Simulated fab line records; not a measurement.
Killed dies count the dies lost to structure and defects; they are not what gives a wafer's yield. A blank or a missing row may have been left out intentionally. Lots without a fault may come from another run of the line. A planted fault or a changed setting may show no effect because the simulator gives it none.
One fault through the eyes of 2 desks | flow sky130 | numbers are kept per desk, each desk with only its own; the story behind them comes last

## FROM THE METROLOGY DESK
What the gauges read, lot by lot, whatever tool the lot ran on: means of the sampled wafers that have a number. The brackets show how far a lot's mean lies from the usual mean; more than 4 standard deviations puts the lot out of limits, marked OUT.
Columns: A = cdNm at SKY_LI_CONTACT_CD_MEAS_12, usual 170.3 nm; B = LI_CONTACT_W_RS at SKY_LI_CONTACT_RS_MEAS_22, usual 0.2827 ohm/sq; C = LOCAL_INTERCONNECT_TIN_THK at SKY_LOCAL_INTERCONNECT_THK_MEAS_02, usual 103.0 nm
lot  | first seen here | A     | B      | C
L112 | day 28 21:25    | 168.5 | 0.2830 | 102.5
L113 | day 29 12:32    | 170.6 | 0.2862 | 101.2
L115 | day 30 05:36    | 169.1 | 0.2848 | 104.6
L116 | day 30 15:02    | 169.4 | 0.2805 | 103.6
L118 | day 30 23:44    | 169.4 | 0.2821 | 103.5
L119 | day 31 08:52    | 170.4 | 0.2845 | 103.7
L120 | day 32 03:47    | 170.1 | 0.2824 | 103.2
L121 | day 32 04:20    | 172.3 | 0.2859 | 104.2
L130 | day 34 21:35    | 170.4 | 0.2841 | 102.7
L131 | day 35 06:02    | 169.3 | 0.2798 | 102.9
L132 | day 35 17:21    | 169.0 | 0.2829 | 102.1
L133 | day 35 19:17    | 171.8 | 0.2815 | 102.6
L135 | day 36 07:28    | 169.9 | 0.2809 | 101.1
Result from this desk: across the 13 lots, nothing is out of limits.

## TOOL OWNER'S DESK, rieSi-02
The tool's own readings at SKY_POLY_GATE_ETCH_17 (etches poly-Si in HBr/Cl2, stops on SiO2, target depth 180 nm, time 70.5 s): means of the sampled wafers that have a number, for each lot that ran on this tool. The brackets show how far a lot's mean lies from the usual mean; more than 4 standard deviations puts the lot out of limits, marked OUT.
Columns: A = HBr_flow_sccm at SKY_POLY_GATE_ETCH_17, usual 150.0 sccm; B = biasW at SKY_POLY_GATE_ETCH_17, usual 100.0 W; C = drypumpMotorCurrentA at SKY_POLY_GATE_ETCH_17, usual 5.6 A; D = oesProductAu at SKY_POLY_GATE_ETCH_17, usual 0.986 a.u.; E = throttleValvePct at SKY_POLY_GATE_ETCH_17, usual 33.684 %
lot  | first seen here | A     | B     | C   | D     | E
L112 | day 16 03:27    | 149.6 | 100.2 | 5.4 | 0.982 | 33.681
L118 | day 18 12:02    | 150.1 | 100.0 | 5.3 | 0.990 | 33.685
L120 | day 19 15:58    | 150.3 | 99.9  | 5.5 | 0.991 | 33.695
L121 | day 19 16:11    | 149.6 | 99.9  | 5.4 | 0.994 | 33.684
L130 | day 22 21:20    | 149.8 | 100.0 | 5.3 | 0.993 | 33.690
L131 | day 23 04:25    | 150.2 | 99.9  | 5.4 | 0.988 | 33.681
L133 | day 23 22:18    | 149.7 | 99.9  | 5.3 | 0.981 | 33.676
L135 | day 24 13:51    | 149.8 | 100.0 | 5.2 | 0.985 | 33.681
Result from this desk: across the 8 lots, nothing is out of limits.

## PUT TOGETHER
The metrology desk saw nothing out of limits.
The desk of the tool owner found nothing out of limits.

## WHAT THE SIMULATOR PUT IN
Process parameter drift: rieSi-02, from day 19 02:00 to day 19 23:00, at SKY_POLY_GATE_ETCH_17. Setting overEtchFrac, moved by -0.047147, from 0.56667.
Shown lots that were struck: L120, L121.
